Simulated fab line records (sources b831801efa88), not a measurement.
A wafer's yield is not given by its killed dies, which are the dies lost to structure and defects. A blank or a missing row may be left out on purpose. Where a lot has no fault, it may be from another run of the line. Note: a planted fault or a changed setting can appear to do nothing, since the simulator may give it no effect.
Check of tool commonality / flow sky130 / Lots sampled 11, wafers sampled 33

== WHAT PROMPTED THE OPENING ==
2 of 11 lots carry a flag on the reading SONOS_ONO_OXIDATION_THK at SKY_SONOS_ONO_THK_MEAS_01. Fault-free wafers read 2.59 nm, with a standard deviation of 0.056.
Rule: flag the lot when none of its wafers has a number, or when each of its wafers that has one lies beyond 4 standard deviations from that mean. The other lots count as sound.

lot=L134; measured=day 11 06:27; on=filmMetro-04; SONOS_ONO_OXIDATION_THK (nm), wafer by wafer=2.58 2.56 2.51; flag=
lot=L136; measured=day 12 01:46; on=filmMetro-03; SONOS_ONO_OXIDATION_THK (nm), wafer by wafer=2.64 2.57 2.62; flag=
lot=L137; measured=day 12 08:59; on=filmMetro-02; SONOS_ONO_OXIDATION_THK (nm), wafer by wafer=2.62 2.70 2.65; flag=
lot=L139; measured=day 12 17:34; on=filmMetro-03; SONOS_ONO_OXIDATION_THK (nm), wafer by wafer=2.48 2.51 2.49; flag=
lot=L140; measured=day 13 05:33; on=filmMetro-04; SONOS_ONO_OXIDATION_THK (nm), wafer by wafer=2.70 2.65 2.63; flag=
lot=L141; measured=day 13 15:53; on=filmMetro-04; SONOS_ONO_OXIDATION_THK (nm), wafer by wafer=2.60 2.60 2.64; flag=
lot=L142; measured=day 13 18:28; on=filmMetro-03; SONOS_ONO_OXIDATION_THK (nm), wafer by wafer=2.67 2.65 2.56; flag=
lot=L144; measured=day 14 13:56; on=filmMetro-04; SONOS_ONO_OXIDATION_THK (nm), wafer by wafer=2.53 2.58 2.63; flag=
lot=L151; measured=day 17 00:58; on=filmMetro-03; SONOS_ONO_OXIDATION_THK (nm), wafer by wafer=2.11 2.03 2.09; flag=FLAGGED
lot=L154; measured=day 17 19:44; on=filmMetro-02; SONOS_ONO_OXIDATION_THK (nm), wafer by wafer=2.03 2.00 2.00; flag=FLAGGED
lot=L155; measured=day 18 17:22; on=filmMetro-04; SONOS_ONO_OXIDATION_THK (nm), wafer by wafer=2.53 2.53 2.56; flag=
The numbers of the flagged lots are 2.04 nm on average: -0.55 nm against the usual, or -10 standard deviations.

== TOOL THAT RAN EACH LOT ==
The record holds 1 process step before the reading, out of a route of 708 steps. Every cell lists first the tool, next ch and the chambers used by the sampled wafers, and last the start.
lot=L134; flag=; SKY_SONOS_ONO_OXIDATION_00=furnace-02 ch 0, day 11 05:06
lot=L136; flag=; SKY_SONOS_ONO_OXIDATION_00=furnace-01 ch 0, day 12 00:25
lot=L137; flag=; SKY_SONOS_ONO_OXIDATION_00=furnace-01 ch 0, day 12 07:38
lot=L139; flag=; SKY_SONOS_ONO_OXIDATION_00=furnace-01 ch 0, day 12 16:12
lot=L140; flag=; SKY_SONOS_ONO_OXIDATION_00=furnace-01 ch 0, day 13 04:11
lot=L141; flag=; SKY_SONOS_ONO_OXIDATION_00=furnace-01 ch 0, day 13 14:32
lot=L142; flag=; SKY_SONOS_ONO_OXIDATION_00=furnace-01 ch 0, day 13 17:08
lot=L144; flag=; SKY_SONOS_ONO_OXIDATION_00=furnace-02 ch 0, day 14 12:36
lot=L151; flag=FLAGGED; SKY_SONOS_ONO_OXIDATION_00=furnace-01 ch 0, day 16 23:37
lot=L154; flag=FLAGGED; SKY_SONOS_ONO_OXIDATION_00=furnace-01 ch 0, day 17 18:22
lot=L155; flag=; SKY_SONOS_ONO_OXIDATION_00=furnace-02 ch 0, day 18 16:01
What the steps here do:
- SKY_SONOS_ONO_OXIDATION_00: stabilise 600 s, purge 300 s, target thk 2.6 nm.
- SKY_SONOS_ONO_THK_MEAS_01

== FLAGGED OVER TOTAL, TOOL BY TOOL (the gauges that took the reading come last) ==
step=SKY_SONOS_ONO_OXIDATION_00; tool=furnace-01; lots run=8; flagged=2; share of the flagged lots=all; sound lots run after its first flagged lot=0
step=SKY_SONOS_ONO_OXIDATION_00; tool=furnace-02; lots run=3; flagged=0; share of the flagged lots=none; sound lots run after its first flagged lot=-
step=SKY_SONOS_ONO_THK_MEAS_01; tool=filmMetro-02; lots run=2; flagged=1; share of the flagged lots=some; sound lots run after its first flagged lot=0
step=SKY_SONOS_ONO_THK_MEAS_01; tool=filmMetro-03; lots run=4; flagged=1; share of the flagged lots=some; sound lots run after its first flagged lot=0
step=SKY_SONOS_ONO_THK_MEAS_01; tool=filmMetro-04; lots run=5; flagged=0; share of the flagged lots=none; sound lots run after its first flagged lot=-

== THE TABLE: WHAT IT ALLOWS ==
1 row of the table ran every flagged lot: furnace-01 at SKY_SONOS_ONO_OXIDATION_00.
- furnace-01 at SKY_SONOS_ONO_OXIDATION_00: 2 of its 8 lots flagged. Its last sound lot is L142 (day 13 17:08), its first flagged lot L151 (day 16 23:37): a fault that began between those two fits. Its own readings (spikeTcBottomC, spikeTcCentreC, spikeTcLowerC, spikeTcTopC, spikeTcUpperC, tubeCenterTempC, tube_center_temp_C_max) fall more than 4 standard deviations out on all wafers of the flagged lots.
furnace-01 at SKY_SONOS_ONO_OXIDATION_00 is the single tool remaining.

== WHAT HAD BEEN PUT IN BY THE SIMULATOR ==
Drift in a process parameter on furnace-01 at SKY_SONOS_ONO_OXIDATION_00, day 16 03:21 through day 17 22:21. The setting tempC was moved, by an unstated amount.
Lots struck among those shown: L151, L154. The rule above reached the same finding.
